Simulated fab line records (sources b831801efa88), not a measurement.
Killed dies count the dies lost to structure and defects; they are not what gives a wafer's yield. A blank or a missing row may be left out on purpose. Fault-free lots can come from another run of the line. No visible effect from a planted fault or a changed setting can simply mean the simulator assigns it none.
What tool caused it? / flow sky130 / 11 lots with 33 wafers sampled at 4 steps, on a route of 708 steps

WHAT THE GAUGES SHOWED, per wafer
SKY_CAPM_THK_MEAS_01. Usual: for CAPM_CVD_00_THK the level is 15.47 nm and the standard deviation is 0.23.
lot=L426; measured=day 37 14:37; on=film-metro-04; CAPM_CVD_00_THK (nm)=15.31 15.54 15.60; flag=
lot=L427; measured=day 37 18:56; on=film-metro-03; CAPM_CVD_00_THK (nm)=15.74 15.54 15.79; flag=
lot=L428; measured=day 38 15:06; on=film-metro-03; CAPM_CVD_00_THK (nm)=15.73 15.91 15.57; flag=
lot=L430; measured=day 39 13:19; on=film-metro-04; CAPM_CVD_00_THK (nm)=15.27 15.74 15.48; flag=
lot=L431; measured=day 39 19:26; on=film-metro-01; CAPM_CVD_00_THK (nm)=15.50 15.37 15.67; flag=
lot=L432; measured=day 40 01:44; on=film-metro-04; CAPM_CVD_00_THK (nm)=15.38 15.19 15.74; flag=
lot=L442; measured=day 43 04:09; on=film-metro-01; CAPM_CVD_00_THK (nm)=15.33 14.95 15.28; flag=
lot=L443; measured=day 43 16:11; on=film-metro-01; CAPM_CVD_00_THK (nm)=15.45 15.33 15.37; flag=
lot=L446; measured=day 44 05:00; on=film-metro-03; CAPM_CVD_00_THK (nm)=15.25 15.51 15.64; flag=
lot=L447; measured=day 44 13:34; on=film-metro-03; CAPM_CVD_00_THK (nm)=15.27 15.31 15.43; flag=
lot=L449; measured=day 44 22:09; on=film-metro-04; CAPM_CVD_00_THK (nm)=15.06 15.50 15.78; flag=

SKY_CAPM_OVL_MEAS_12. Usual: for CAPM_OVL the level is 0.8 nm and the standard deviation is 1.4.
lot=L426; measured=day 38 19:29; on=overlay-01; CAPM_OVL (nm)=0.0 0.0 -2.3; flag=
lot=L427; measured=day 38 23:33; on=overlay-02; CAPM_OVL (nm)=-1.6 -0.1 0.9; flag=
lot=L428; measured=day 39 20:43; on=overlay-02; CAPM_OVL (nm)=-1.8 -1.3 0.2; flag=
lot=L430; measured=day 40 17:31; on=overlay-01; CAPM_OVL (nm)=0.4 1.3 0.3; flag=
lot=L431; measured=day 40 23:32; on=overlay-01; CAPM_OVL (nm)=-0.5 -0.5 -1.4; flag=
lot=L432; measured=day 41 05:03; on=overlay-02; CAPM_OVL (nm)=1.1 0.4 0.6; flag=
lot=L442; measured=day 44 03:54; on=overlay-01; CAPM_OVL (nm)=2.0 0.9 2.0; flag=
lot=L443; measured=day 44 15:41; on=overlay-02; CAPM_OVL (nm)=-1.5 -1.0 0.4; flag=
lot=L446; measured=day 45 04:20; on=overlay-01; CAPM_OVL (nm)=-0.4 -0.4 1.2; flag=
lot=L447; measured=day 45 12:48; on=overlay-01; CAPM_OVL (nm)=1.6 2.8 0.9; flag=
lot=L449; measured=day 45 20:50; on=overlay-01; CAPM_OVL (nm)=0.0 2.5 1.5; flag=

TOOL THAT RAN EACH LOT (tool first, then ch and the chambers of the sampled wafers, then the start)
lot=L426; SKY_METAL3_SPUTTER_00=pvd-sputter-03, day 37 14:26; SKY_METAL3_SPUTTER_04=pvd-sputter-03, day 37 14:32
lot=L427; SKY_METAL3_SPUTTER_00=pvd-sputter-04, day 37 18:44; SKY_METAL3_SPUTTER_04=pvd-sputter-04, day 37 18:50
lot=L428; SKY_METAL3_SPUTTER_00=pvd-sputter-01, day 38 14:53; SKY_METAL3_SPUTTER_04=pvd-sputter-01, day 38 15:00
lot=L430; SKY_METAL3_SPUTTER_00=pvd-sputter-04, day 39 13:07; SKY_METAL3_SPUTTER_04=pvd-sputter-04, day 39 13:13
lot=L431; SKY_METAL3_SPUTTER_00=pvd-sputter-04, day 39 19:15; SKY_METAL3_SPUTTER_04=pvd-sputter-04, day 39 19:22
lot=L432; SKY_METAL3_SPUTTER_00=pvd-sputter-04, day 40 01:34; SKY_METAL3_SPUTTER_04=pvd-sputter-04, day 40 01:40
lot=L442; SKY_METAL3_SPUTTER_00=pvd-sputter-03, day 43 03:58; SKY_METAL3_SPUTTER_04=pvd-sputter-03, day 43 04:04
lot=L443; SKY_METAL3_SPUTTER_00=pvd-sputter-01, day 43 16:01; SKY_METAL3_SPUTTER_04=pvd-sputter-01, day 43 16:07
lot=L446; SKY_METAL3_SPUTTER_00=pvd-sputter-03, day 44 04:49; SKY_METAL3_SPUTTER_04=pvd-sputter-03, day 44 04:56
lot=L447; SKY_METAL3_SPUTTER_00=pvd-sputter-03, day 44 13:22; SKY_METAL3_SPUTTER_04=pvd-sputter-03, day 44 13:29
lot=L449; SKY_METAL3_SPUTTER_00=pvd-sputter-03, day 44 21:58; SKY_METAL3_SPUTTER_04=pvd-sputter-03, day 44 22:05
- SKY_METAL3_SPUTTER_00: material Ti, target thk 15 nm, time 10 s.
- SKY_METAL3_SPUTTER_04: material TiN, target thk 70 nm, time 58.3 s.

AS READ BY THE TOOLS THEMSELVES (means over the sampled wafers that have a number; for cases with no such wafer, the mark the record gives instead)
SKY_METAL3_SPUTTER_00. Usual: throttle-valve-pct 30.0 %, standard deviation 0.9.
lot=L426; tool=pvd-sputter-03; throttle-valve-pct (%)=29.7; flag=
lot=L427; tool=pvd-sputter-04; throttle-valve-pct (%)=29.9; flag=
lot=L428; tool=pvd-sputter-01; throttle-valve-pct (%)=30.0; flag=
lot=L430; tool=pvd-sputter-04; throttle-valve-pct (%)=29.8; flag=
lot=L431; tool=pvd-sputter-04; throttle-valve-pct (%)=30.0; flag=
lot=L432; tool=pvd-sputter-04; throttle-valve-pct (%)=30.4; flag=
lot=L442; tool=pvd-sputter-03; throttle-valve-pct (%)=29.4; flag=
lot=L443; tool=pvd-sputter-01; throttle-valve-pct (%)=30.2; flag=
lot=L446; tool=pvd-sputter-03; throttle-valve-pct (%)=30.6; flag=
lot=L447; tool=pvd-sputter-03; throttle-valve-pct (%)=30.8; flag=
lot=L449; tool=pvd-sputter-03; throttle-valve-pct (%)=30.5; flag=

SKY_METAL3_SPUTTER_04. Usual: throttle-valve-pct 30.0 %, standard deviation 0.89.
lot=L426; tool=pvd-sputter-03; throttle-valve-pct (%)=29.8; flag=
lot=L427; tool=pvd-sputter-04; throttle-valve-pct (%)=30.0; flag=
lot=L428; tool=pvd-sputter-01; throttle-valve-pct (%)=30.1; flag=
lot=L430; tool=pvd-sputter-04; throttle-valve-pct (%)=29.8; flag=
lot=L431; tool=pvd-sputter-04; throttle-valve-pct (%)=30.1; flag=
lot=L432; tool=pvd-sputter-04; throttle-valve-pct (%)=30.7; flag=
lot=L442; tool=pvd-sputter-03; throttle-valve-pct (%)=29.3; flag=
lot=L443; tool=pvd-sputter-01; throttle-valve-pct (%)=30.2; flag=
lot=L446; tool=pvd-sputter-03; throttle-valve-pct (%)=30.8; flag=
lot=L447; tool=pvd-sputter-03; throttle-valve-pct (%)=30.6; flag=
lot=L449; tool=pvd-sputter-03; throttle-valve-pct (%)=30.7; flag=

THE ANSWER, worked out from the rows above alone
Rule: a lot is off if the mean of its wafers that have a number lies more than 3 standard deviations from the usual mean. A lot without any number at a reading at which 4 lots or more have one is off too. All remaining lots with rows at the step are treated as sound. First the gauges in route order, then the tools' own readings, where a lot's mean is used as printed above. At the first step where some lot is off, the reading lying furthest off is the one used; lots without a number count as furthest.
Across all readings shown, no lot is off: no conclusion can be drawn from this.

WHAT THE SIMULATOR HAD INSERTED
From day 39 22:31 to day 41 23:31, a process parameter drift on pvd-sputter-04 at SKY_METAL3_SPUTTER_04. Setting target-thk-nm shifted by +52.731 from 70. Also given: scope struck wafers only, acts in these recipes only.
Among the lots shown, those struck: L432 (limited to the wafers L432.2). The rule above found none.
